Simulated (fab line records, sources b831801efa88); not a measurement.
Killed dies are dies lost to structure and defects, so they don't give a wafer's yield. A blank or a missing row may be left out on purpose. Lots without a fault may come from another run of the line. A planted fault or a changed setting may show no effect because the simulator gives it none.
One fault seen from 2 desks | flow sky130 | each desk has only its own numbers; what lay behind them comes last

THE TOOL OWNER'S DESK: pvd_sputter-02
The tool's own readings at SKY_METAL4_SPUTTER_01 (material TiN, target thk 20 nm, time 16.7 s): means of the sampled wafers that have a number, for each lot that ran on this tool. A lot is out of limits, marked OUT, if its mean lies more than 4 standard deviations from the usual mean; the brackets give that distance.
Columns: A = throttle_valve_pct at SKY_METAL4_SPUTTER_01, usual 30.0 %
lot  | first seen here | A
L588 | day 42 03:16    | 29.8
L590 | day 42 13:47    | 29.1
L598 | day 44 18:38    | 30.0
L600 | day 45 04:43    | 30.1
This desk's finding: nothing out of limits on any of the 4 lots.

THE METROLOGY DESK
What the gauges read, lot by lot, whatever tool the lot ran on: means of the sampled wafers that have a number. A lot is out of limits, marked OUT, if its mean lies more than 4 standard deviations from the usual mean; the brackets give that distance.
Columns: A = VIA3_W_RS at SKY_VIA3_RS_MEAS_22, usual 0.291 ohm/sq; B = VIA3_W_THK at SKY_VIA3_THK_MEAS_23, usual 405 nm; C = CAP2M_CVD_00_THK at SKY_CAP2M_THK_MEAS_01, usual 15.51 nm; D = CAP2M_TIN_RS at SKY_CAP2M_RS_MEAS_03, usual 6.84 ohm/sq; E = CAP2M_TIN_THK at SKY_CAP2M_THK_MEAS_04, usual 205.7 nm; F = CAP2M_OVL at SKY_CAP2M_OVL_MEAS_12, usual 0.3 nm
lot  | first seen here | A     | B   | C     | D    | E     | F
L586 | day 41 21:15    | 0.291 | 409 | 15.63 | 6.84 | 206.4 | -0.5
L588 | day 42 02:47    | 0.291 | 402 | 15.69 | 6.90 | 203.2 | -0.9
L590 | day 42 13:17    | 0.288 | 406 | 15.66 | 6.79 | 206.1 | 0.4
L598 | day 44 17:32    | 0.299 | 397 | 15.85 | 6.91 | 204.6 | 1.7
L600 | day 45 03:56    | 0.292 | 401 | 15.34 | 6.98 | 201.7 | 1.1
L604 | day 46 00:22    | 0.289 | 404 | 15.72 | 6.78 | 207.2 | 0.3
This desk's finding: nothing out of limits on any of the 6 lots.

PUT TOGETHER
The tool owner's desk saw nothing out of limits.
The metrology desk saw nothing out of limits.

WHAT THE SIMULATOR HAD PUT IN
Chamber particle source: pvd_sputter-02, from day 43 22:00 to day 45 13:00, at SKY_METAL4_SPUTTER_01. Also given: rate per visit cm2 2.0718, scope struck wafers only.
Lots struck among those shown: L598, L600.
